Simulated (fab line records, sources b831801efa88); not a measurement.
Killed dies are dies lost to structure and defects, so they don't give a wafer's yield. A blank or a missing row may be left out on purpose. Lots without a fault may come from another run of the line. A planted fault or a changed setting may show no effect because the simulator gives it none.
Which tool did it? | flow sky130 | 12 lots, 36 wafers sampled, at 2 steps of a route of 708

WHAT THE GAUGES READ, wafer by wafer
SKY_POLY_GATE_THK_MEAS_04.
lot  | measured     | on            | POLY_GATE_CVD_03_THK (nm)
L075 | day 15 13:51 | film_metro-03 | 74.9 75.1 75.0
L077 | day 16 05:41 | film_metro-04 | 74.5 75.2 74.7
L079 | day 17 04:28 | film_metro-04 | 74.6 73.8 74.3
L081 | day 17 13:28 | film_metro-03 | 74.2 73.4 73.7
L083 | day 18 04:45 | film_metro-04 | 75.1 75.0 75.9
L085 | day 18 23:46 | film_metro-03 | 73.5 73.7 74.6
L087 | day 19 16:22 | film_metro-03 | 76.4 76.0 75.6
L089 | day 20 10:43 | film_metro-04 | 74.8 75.3 75.1
L091 | day 22 05:52 | film_metro-03 | 76.4 76.3 76.8
L093 | day 22 11:23 | film_metro-04 | 74.9 75.3 75.1
L095 | day 22 16:28 | film_metro-03 | 75.1 75.5 75.1
L097 | day 23 11:31 | film_metro-04 | 74.6 75.4 74.8

WHICH TOOL RAN EACH LOT (tool, then ch and the chambers of the sampled wafers, then the start)
lot  | SKY_VT_ADJUST_HVTP_STRIP_10
L075 | plasma_asher-01 ch 0,1, day 6 13:04
L077 | plasma_asher-04 ch 0,1, day 6 20:47
L079 | plasma_asher-04 ch 0,1, day 7 10:56
L081 | plasma_asher-04 ch 0,1, day 7 21:21
L083 | plasma_asher-01 ch 0,1, day 8 09:24
L085 | plasma_asher-03 ch 0,1, day 8 20:21
L087 | plasma_asher-03 ch 0,1, day 9 08:34
L089 | plasma_asher-01 ch 0,1, day 9 21:11
L091 | plasma_asher-03 ch 0,1, day 10 17:37
L093 | plasma_asher-04 ch 0,1, day 11 10:44
L095 | plasma_asher-03 ch 0,1, day 11 15:22
L097 | plasma_asher-04 ch 0,1, day 12 07:37
- SKY_VT_ADJUST_HVTP_STRIP_10: strips in O2/N2.

THE ANSWER, worked out from the rows above alone
Rule: what is usual is taken from the lots themselves. Put in order of their means at a reading, lots are off if they are a third of the lots or fewer, leave a main group of 4 or more, and stand apart from it by a gap of 3 or more times the standard deviation of the main group's means; of several such gaps the widest counts. A main group whose means are all the same, to the digits that the tables above print for the reading, isn't used. A lot without any number at a reading at which 4 lots or more have one is off too. The other lots that the step has rows for count as sound.
No lot is off at any reading shown: from this, nothing can be told.

WHAT THE SIMULATOR HAD PUT IN
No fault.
